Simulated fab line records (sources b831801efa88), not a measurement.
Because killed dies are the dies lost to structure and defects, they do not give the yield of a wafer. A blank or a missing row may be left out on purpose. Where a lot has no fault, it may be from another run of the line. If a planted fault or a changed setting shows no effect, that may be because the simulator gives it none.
Which tool did it?    flow sky130    39 wafers from 13 lots sampled at 4 of the route's 708 steps

WHAT THE GAUGES SHOWED, per wafer
SKY_VIA4_THK_MEAS_01.
lot   measured      on            VIA4_HDPCVD_THK (nm)
L883  day 42 08:38  filmMetro-04  1766 1780 1783
L884  day 42 09:13  filmMetro-03  1730 1714 1739
L885  day 42 09:28  filmMetro-02  1765 1739 1757
L886  day 42 10:41  filmMetro-02  1770 1773 1773
L892  day 44 07:44  filmMetro-03  1748 1761 1765
L893  day 44 14:34  filmMetro-02  1751 1737 1752
L894  day 44 18:52  filmMetro-02  1723 1759 1733
L898  day 45 17:43  filmMetro-03  1782 1766 1753
L899  day 46 03:53  filmMetro-02  1748 1749 1739
L900  day 46 07:25  filmMetro-04  1803 1779 1784
L901  day 46 18:17  filmMetro-02  1764 1771 1752
L903  day 47 07:33  filmMetro-03  1725 1756 1735
L906  day 48 09:49  filmMetro-03  1766 1741 1774

SKY_PASSIVATION_THK_MEAS_01.
lot   measured      on            PASSIVATION_CVD_00_THK (nm)
L883  day 44 07:58  filmMetro-01  90.9 89.6 92.8
L884  day 44 09:08  filmMetro-03  88.5 90.1 89.6
L885  day 44 09:49  filmMetro-04  89.2 88.7 91.4
L886  day 44 11:32  filmMetro-03  89.0 89.1 90.1
L892  day 46 05:17  filmMetro-04  90.9 89.5 90.3
L893  day 46 12:56  filmMetro-04  89.0 88.7 90.9
L894  day 46 16:54  filmMetro-04  89.4 89.9 88.9
L898  day 47 12:37  filmMetro-03  90.4 91.9 91.5
L899  day 47 22:41  filmMetro-03  91.2 90.9 92.3
L900  day 48 01:11  filmMetro-01  90.6 88.8 90.5
L901  day 48 11:26  filmMetro-03  87.4 89.7 88.5
L903  day 49 00:02  filmMetro-03  89.6 92.3 90.6
L906  day 49 23:46  filmMetro-03  88.7 89.5 90.6

TOOL THAT RAN EACH LOT (tool first, then ch and the chambers of the sampled wafers, then the start)
lot   SKY_NWELL_CLEAN_27              SKY_METAL5_METAL_ETCH_15
L883  wetBench-03 ch 3, day 5 13:17   rieMetal-02 ch 0,1, day 44 07:08
L884  wetBench-03 ch 3, day 5 15:23   rieMetal-03 ch 0,1, day 44 08:16
L885  wetBench-03 ch 2, day 5 19:35   rieMetal-01 ch 0,1, day 44 08:58
L886  wetBench-03 ch 3, day 6 00:29   rieMetal-02 ch 0,1, day 44 10:41
L892  wetBench-03 ch 0, day 7 14:47   rieMetal-03 ch 0,1, day 46 04:22
L893  wetBench-02 ch 3, day 7 22:32   rieMetal-02 ch 0,1, day 46 12:04
L894  wetBench-01 ch 3, day 8 03:02   rieMetal-01 ch 0,1, day 46 16:06
L898  wetBench-03 ch 3, day 9 02:20   rieMetal-02 ch 0,1, day 47 11:46
L899  wetBench-03 ch 0, day 9 07:11   rieMetal-01 ch 0, day 47 21:41
L900  wetBench-03 ch 3, day 9 13:53   rieMetal-03 ch 0,1, day 48 00:19
L901  wetBench-02 ch 1, day 10 00:23  rieMetal-02 ch 1, day 48 10:29
L903  wetBench-02 ch 1, day 10 12:56  rieMetal-01 ch 0,1, day 48 23:13
L906  wetBench-02 ch 3, day 12 03:14  rieMetal-03 ch 1, day 49 22:49
- SKY_NWELL_CLEAN_27: cleans in SC1/SC2, time 150 s.
- SKY_METAL5_METAL_ETCH_15: etches the open film in Cl2/BCl3, stops on SiO2, target depth 1260 nm, time 252 s.

AS READ BY THE TOOLS THEMSELVES (means over the sampled wafers that have a number; for cases with no such wafer, the mark the record gives instead)
SKY_METAL5_METAL_ETCH_15.
lot   tool         drypumpMotorCurrentA (A)  oesProductAu (a.u.)  throttleValvePct (%)
L883  rieMetal-02  4.9                       0.893                22.263
L884  rieMetal-03  5.4                       0.898                22.270
L885  rieMetal-01  5.6                       0.895                22.267
L886  rieMetal-02  4.9                       0.893                22.261
L892  rieMetal-03  5.4                       0.898                22.272
L893  rieMetal-02  4.9                       0.897                22.262
L894  rieMetal-01  5.6                       0.895                22.265
L898  rieMetal-02  4.9                       0.894                22.265
L899  rieMetal-01  5.5                       0.894                22.264
L900  rieMetal-03  5.4                       0.894                22.259
L901  rieMetal-02  4.9                       0.900                22.264
L903  rieMetal-01  5.6                       0.894                22.260
L906  rieMetal-03  5.3                       0.898                22.271

THE ANSWER, worked out from the rows above alone
Rule: what is usual is taken from the lots themselves. Put in order of their means at a reading, lots are off if they are a third of the lots or fewer, leave a main group of 4 or more, and stand apart from it by a gap of 3 or more times the standard deviation of the main group's means; of several such gaps the widest counts. The tables above print the reading to a certain number of digits; a main group whose means all agree to those digits is not used. Also off: a lot with no number at a reading for which 4 or more lots have one. Where the step has rows for the other lots, those lots are counted as sound. After the gauges, taken in route order, come the tools' own readings; for these a lot's mean is taken, as printed above. At the first step where some lot is off, the reading lying furthest off is the one used; lots without a number count as furthest.
Across all readings shown, no lot is off: no conclusion can be drawn from this.

WHAT HAD BEEN PUT IN BY THE SIMULATOR
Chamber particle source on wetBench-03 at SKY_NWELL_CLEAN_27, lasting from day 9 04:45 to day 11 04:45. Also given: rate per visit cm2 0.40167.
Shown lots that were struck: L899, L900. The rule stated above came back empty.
